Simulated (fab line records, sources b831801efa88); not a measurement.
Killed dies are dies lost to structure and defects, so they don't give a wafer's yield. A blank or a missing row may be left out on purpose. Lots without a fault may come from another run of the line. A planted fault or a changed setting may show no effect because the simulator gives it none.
A struck lot beside a sound one | flow sfq_line | 21 steps out of a route of 325
Sound: wafers L918.2, L918.5, L918.6. Struck: wafers L931.2, L931.3, L931.6. The cause comes at the end.
At each step with rows: each side's tool, then ch and its chambers, then its first start. Under that, the readings that differ: sound wafers | struck wafers | difference of the means | sigmas: that difference in standard deviations of wafers without a fault.
alike: readings whose means differ by less than 2 such deviations, and words and numbers that are the same on both sides. not compared: withheld readings, readings that some wafer has no value for, bounds like >300 that may hide the same value, and numbers for which the record gives no deviation and whose values overlap.
The two part at a step that has a row with sigmas, a row that says differs or no value, or rows on one side only. Numbers that don't overlap but have no deviation are shown without sigmas and don't part them. A reading that every wafer of one side lacks parts them only if that side has two wafers or more.

first, 6 steps without rows for these wafers: SFQ_TRILAYER_L0_LITHO_COAT_010 (resist thk 62 nm); SFQ_TRILAYER_L0_LITHO_COAT_005 (resist thk 600 nm); SFQ_TRILAYER_L0_LITHO_SOFTBAKE_009; SFQ_TRILAYER_L0_LITHO_EXPOSE_006 (exposes mask L0, target cd 2000 nm); SFQ_TRILAYER_L0_LITHO_PEB_008 (peb time 60 s); SFQ_TRILAYER_L0_LITHO_DEVELOP_007 (time 60 s).
SFQ_TRILAYER_L0_BARC_OPEN_METAL_ETCH_010: etches BARC in O2, target depth 125 nm, time 41.7 s.
  sound on rie_metal-01 ch 0,1, day 3 13:19; struck on rie_metal-03 ch 0,1, day 6 17:36
  alike: drypump_motor_current_A, oes_product_au
  not compared: rf_hours_counter_h
SFQ_TRILAYER_L0_ETCH_METAL_ETCH_008: etches MoNx KI in SF6/O2, stops on SiO2, target depth 50 nm, time 25 s.
  sound on rie_metal-01 ch 0,1, day 3 13:23; struck on rie_metal-03 ch 0,1, day 6 17:40
  alike: drypump_motor_current_A, oes_product_au
  not compared: rf_hours_counter_h
SFQ_TRILAYER_L0_STRIP_STRIP_009: strips in O2.
  sound on rie_metal-01 ch 0,1, day 3 13:26; struck on rie_metal-03 ch 0,1, day 6 17:42
  alike: drypump_motor_current_A, oes_product_au
  not compared: rf_hours_counter_h
then, 1 step without rows for these wafers: SFQ_TRILAYER_L0_STRIP_SOLV_CLEAN_010 (cleans in NMP, time 600 s).
SFQ_TRILAYER_L0_CAP_PECVD_011: deposits SiO2 from SiH4/N2O, time 13.333 s, target thk 60 nm.
  sound on pecvd-04 ch 0,2, day 3 14:12; struck on pecvd-04 ch 1,2, day 6 18:29
  alike: chamber_pressure_Torr, heater_power_w, susceptor_temp_C, throttle_valve_pct
then, 1 step without rows for these wafers: SFQ_TRILAYER_L0_VIA_LITHO_COAT_018 (resist thk 62 nm).
SFQ_TRILAYER_L0_VIA_LITHO_COAT_013: resist thk 650 nm.
  sound on litho_track-01 ch 0, day 3 14:35; struck on litho_track-01 ch 0, day 6 18:56
  reading                                                 | sound                | struck               | difference | sigmas
  spin_speed_rpm (rpm)                                    | 3003.3 3000.1 3000.4 | 2900.3 2899.0 2901.2 | -101.1     | -53
  model.KrF_of_TRILAYER_L0_VIA_LITHO_COAT_013.thk_nm (nm) | 649 648.4 651.7      | 660.7 662.3 662.2    | +12.0      |
then, 4 steps without rows for these wafers: SFQ_TRILAYER_L0_VIA_LITHO_SOFTBAKE_017; SFQ_TRILAYER_L0_VIA_LITHO_EXPOSE_014 (exposes mask L0V, target cd 700 nm); SFQ_TRILAYER_L0_VIA_LITHO_PEB_016 (peb time 60 s); SFQ_TRILAYER_L0_VIA_LITHO_DEVELOP_015 (time 60 s).
SFQ_L0V_OVL_MEAS_903:
  sound on overlay-02, day 5 04:38; struck on overlay-02, day 8 07:47
  alike: L0V_OVL
SFQ_TRILAYER_L0_VIA_BARC_OPEN_VIA_ETCH_021: etches BARC in O2, target depth 125 nm, time 41.7 s.
  sound on rie_diel-01 ch 0,1,2, day 5 04:40; struck on rie_diel-04 ch 0,2,3, day 8 07:49
  alike: drypump_motor_current_A, oes_product_au
  not compared: rf_hours_counter_h
SFQ_TRILAYER_L0_VIA_ETCH_VIA_ETCH_016: etches SiO2 in CHF3, stops on MoNx KI, target depth 80 nm.
  sound on rie_diel-01 ch 0,1,2, day 5 04:42; struck on rie_diel-04 ch 0,2,3, day 8 07:51
  reading                                                 | sound           | struck            | difference | sigmas
  model.KrF_of_TRILAYER_L0_VIA_LITHO_COAT_013.thk_nm (nm) | 560.4 558.9 561 | 570.6 572.7 572.8 | +11.9      |
  alike: drypump_motor_current_A, oes_product_au
then, 1 step without rows for these wafers: SFQ_TRILAYER_L0_VIA_STRIP_STRIP_017 (strips in O2).

WHERE THEY PART
Only at SFQ_TRILAYER_L0_VIA_LITHO_COAT_013, within this record. Later steps at which nothing parts them and some readings are alike: SFQ_L0V_OVL_MEAS_903, SFQ_TRILAYER_L0_VIA_BARC_OPEN_VIA_ETCH_021, SFQ_TRILAYER_L0_VIA_ETCH_VIA_ETCH_016.

WHY: what the simulator had put in
Process parameter drift: litho_track-01, from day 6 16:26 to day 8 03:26, at SFQ_TRILAYER_L0_VIA_LITHO_COAT_013. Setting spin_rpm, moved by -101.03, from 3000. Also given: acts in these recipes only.
